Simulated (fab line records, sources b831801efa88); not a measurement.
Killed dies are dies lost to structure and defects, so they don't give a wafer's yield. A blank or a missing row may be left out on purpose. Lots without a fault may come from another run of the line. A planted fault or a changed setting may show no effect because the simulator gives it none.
A struck lot beside a sound one | flow sky130 | 43 steps out of a route of 708
Sound: wafers L745.2, L745.3, L745.4. Struck: wafer L738.4. (L738.1, L738.2 of the same lot were not struck and are left out.) The cause comes at the end.
At each step with rows: each side's tool, then ch and its chambers, then its first start. Under that, the readings that differ: sound wafers | struck wafers | difference of the means | sigmas: that difference in standard deviations of wafers without a fault.
alike: readings whose means differ by less than 2 such deviations, and words and numbers that are the same on both sides. not compared: withheld readings, readings that some wafer has no value for, bounds like >300 that may hide the same value, and numbers for which the record gives no deviation and whose values overlap.
The two part at a step that has a row with sigmas, a row that says differs or no value, or rows on one side only. Numbers that don't overlap but have no deviation are shown without sigmas and don't part them. A reading that every wafer of one side lacks parts them only if that side has two wafers or more.

first, 1 step without rows for these wafers: SKY_LDD_N_IMPLANT_15.
SKY_LDD_N_STRIP_16: strips in O2/N2.
  sound on plasma_asher-01 ch 0,1, day 23 12:01; struck on plasma_asher-03 ch 0, day 21 11:49
  reading               | sound             | struck | difference | sigmas
  oes_product_au (a.u.) | 0.413 0.399 0.409 | 0.419  | +0.012     | +2
  alike: chamber_pressure_mTorr, drypump_motor_current_A, strip_time_to_endpoint_s
  not compared: rf_hours_counter_h
SKY_LDD_N_TW_MEAS_17:
  sound on film_metro-01, day 23 12:08; struck on film_metro-02, day 21 11:55
  alike: LDD_N_TW
then, 7 steps without rows for these wafers: SKY_LDD_P_DEHYDRATE_00 (time 60 s); SKY_LDD_P_HMDS_01 (prime time 60 s); SKY_LDD_P_COAT_02 (resist thk 1140 nm); SKY_LDD_P_SOFTBAKE_03 (time 60 s); SKY_LDD_P_EXPOSE_04 (exposes mask PSDM, target cd 380 nm); SKY_LDD_P_PEB_05; SKY_LDD_P_DEVELOP_06 (develop time 60 s).
SKY_LDD_P_CD_MEAS_07: target cd 380 nm.
  sound on cd_sem-01, day 24 18:13; struck on cd_sem-02, day 22 18:36
  alike: cd_nm
SKY_LDD_P_OVL_MEAS_08:
  sound on overlay-02, day 24 18:19; struck on overlay-01, day 22 18:43
  alike: LDD_P_OVL
SKY_LDD_P_IMPLANT_09:
  sound on implanter-03 ch 0, day 24 18:22; struck on implanter-02 ch 0, day 22 18:45
SKY_LDD_P_STRIP_10: strips in O2/N2.
  sound on plasma_asher-04 ch 0,1, day 24 18:29; struck on plasma_asher-02 ch 1, day 22 18:54
  alike: chamber_pressure_mTorr, drypump_motor_current_A, oes_product_au, strip_time_to_endpoint_s
  not compared: rf_hours_counter_h
SKY_LDD_P_TW_MEAS_11:
  sound on film_metro-03, day 24 18:36; struck on film_metro-03, day 22 19:00
  reading  | sound       | struck | difference | sigmas
  LDD_P_TW | 641 644 639 | 627    | -14        | -3
then, 7 steps without rows for these wafers: SKY_LDD_HVN_DEHYDRATE_00 (time 60 s); SKY_LDD_HVN_HMDS_01 (prime time 60 s); SKY_LDD_HVN_COAT_02 (resist thk 300 nm); SKY_LDD_HVN_SOFTBAKE_03 (time 60 s); SKY_LDD_HVN_EXPOSE_04 (exposes mask HVNTM, target cd 700 nm); SKY_LDD_HVN_PEB_05; SKY_LDD_HVN_DEVELOP_06 (develop time 60 s).
SKY_LDD_HVN_OVL_MEAS_07:
  sound on overlay-01, day 26 00:22; struck on overlay-01, day 24 01:18
  alike: LDD_HVN_OVL
then, 1 step without rows for these wafers: SKY_LDD_HVN_IMPLANT_08.
SKY_LDD_HVN_STRIP_09: strips in O2/N2.
  sound on plasma_asher-02 ch 0,1, day 26 00:32; struck on plasma_asher-03 ch 1, day 24 01:29
  alike: chamber_pressure_mTorr, drypump_motor_current_A, oes_product_au, strip_time_to_endpoint_s
  not compared: rf_hours_counter_h
SKY_LDD_HVN_TW_MEAS_10:
  sound on film_metro-03, day 26 00:39; struck on film_metro-03, day 24 01:35
  alike: LDD_HVN_TW
then, 7 steps without rows for these wafers: SKY_LDD_HVP_DEHYDRATE_00 (time 60 s); SKY_LDD_HVP_HMDS_01 (prime time 60 s); SKY_LDD_HVP_COAT_02 (resist thk 300 nm); SKY_LDD_HVP_SOFTBAKE_03 (time 60 s); SKY_LDD_HVP_EXPOSE_04 (exposes mask HVPTM, target cd 700 nm); SKY_LDD_HVP_PEB_05; SKY_LDD_HVP_DEVELOP_06 (develop time 60 s).
SKY_LDD_HVP_OVL_MEAS_07:
  sound on overlay-01, day 27 05:37; struck on overlay-02, day 25 07:13
  alike: LDD_HVP_OVL
then, 1 step without rows for these wafers: SKY_LDD_HVP_IMPLANT_08.
SKY_LDD_HVP_STRIP_09: strips in O2/N2.
  sound on plasma_asher-03 ch 0,1, day 27 05:47; struck on plasma_asher-02 ch 0, day 25 07:23
  alike: chamber_pressure_mTorr, drypump_motor_current_A, oes_product_au, strip_time_to_endpoint_s
  not compared: rf_hours_counter_h
SKY_LDD_HVP_TW_MEAS_10:
  sound on film_metro-02, day 27 05:54; struck on film_metro-01, day 25 07:29
  alike: LDD_HVP_TW
then, 5 steps without rows for these wafers: SKY_LDD_LDN_DEHYDRATE_00 (time 60 s); SKY_LDD_LDN_HMDS_01 (prime time 60 s); SKY_LDD_LDN_COAT_02 (resist thk 1140 nm); SKY_LDD_LDN_SOFTBAKE_03 (time 60 s); SKY_LDD_LDN_EXPOSE_04 (exposes mask LDNTM, target cd 700 nm).
-- the record jumps here: 23 days lie between the struck wafers' starts before and after (it left off in module LDD_LDN and takes up again in module PAD_OPEN, whose first step shown is number 708 of the route) --
SKY_PAD_OPEN_PROBE_99:
  sound on prober-01, day 49 17:22; struck on prober-01, day 48 07:42
  reading                                 | sound                  | struck  | difference | sigmas
  model.etest.tip_p.rs_ohm_sq_range       | 145.3 264.7 129.7      | 3332    | +3152      |
  model.etest.pfet_01v8.drive_ua_um_range | 8.44 8.53 7.859        | 19.65   | +11.37     |
  model.etest.pfet_01v8.vt_v_range        | 0.01328 0.0101 0.01396 | 0.05586 | +0.04341   |
  alike: killed_at_M0_to_M3, killed_at_M4_up, killed_at_contacts, killed_at_front_end, killed_at_other, killed_dies, killed_open, killed_short

WHERE THEY PART
First at SKY_LDD_N_STRIP_16; last, within this record, at SKY_LDD_P_TW_MEAS_11. Later steps at which nothing parts them and some readings are alike: SKY_LDD_HVN_OVL_MEAS_07, SKY_LDD_HVN_STRIP_09, SKY_LDD_HVN_TW_MEAS_10, SKY_LDD_HVP_OVL_MEAS_07, SKY_LDD_HVP_STRIP_09, SKY_LDD_HVP_TW_MEAS_10, SKY_PAD_OPEN_PROBE_99.

WHY: what the simulator had put in
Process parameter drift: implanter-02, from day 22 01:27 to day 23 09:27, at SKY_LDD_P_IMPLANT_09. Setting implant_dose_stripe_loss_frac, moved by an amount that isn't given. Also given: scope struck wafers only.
